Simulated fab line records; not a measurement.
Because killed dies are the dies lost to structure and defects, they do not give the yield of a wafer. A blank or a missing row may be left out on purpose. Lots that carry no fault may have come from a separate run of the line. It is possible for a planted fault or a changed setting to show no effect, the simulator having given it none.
Matching of chambers	flow sky130	cmp-02 running SKY_CONTACT_CMP_04: 4 sister chambers
The step polishes SiO2. 4 wafers are shown with their chamber, then 7 later ones without.

== EACH WAFER AND ITS CHAMBER ==
wafer	chamber	motor-current-A (A)
L469.3	2	13.7
L469.5	3	13.6
L474.2	0	10.7
L474.4	1	10.9

== WAFERS WHOSE CHAMBER IS MISSING ==
wafer	motor-current-A (A)
L474.6	10.4
L476.2	13.0
L476.4	13.2
L476.6	11.0
L478.1	10.7
L478.3	14.1
L478.5	10.4

== EACH ONE'S CHAMBER ==
wafer	from the rows above	in truth
L474.6	can't be placed: 0 or 1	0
L476.2	can't be placed: 3 or 2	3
L476.4	can't be placed: 3 or 2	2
L476.6	can't be placed: 1 or 0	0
L478.1	can't be placed: 0 or 1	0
L478.3	can't be placed: 2 or 3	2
L478.5	can't be placed: 0 or 1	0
Placed correctly: 0 of 7. Not placeable from these rows: 7 (in 7, the candidates include the true chamber). Wrongly placed: 0.
How it was worked out, from the rows above alone: a wafer's distance from a chamber is the root of the sum, over the readings, of the square of ((its reading less the chamber's mean) divided by the reading's scatter). The wafer belongs to the nearest chamber; if the next one is less than 2 further off, it can't be placed. Each chamber's mean is taken over the wafers shown for it. The scatter: with one shown wafer a chamber, the root of the mean of the squares of how far each hidden wafer lies from its nearest shown one.
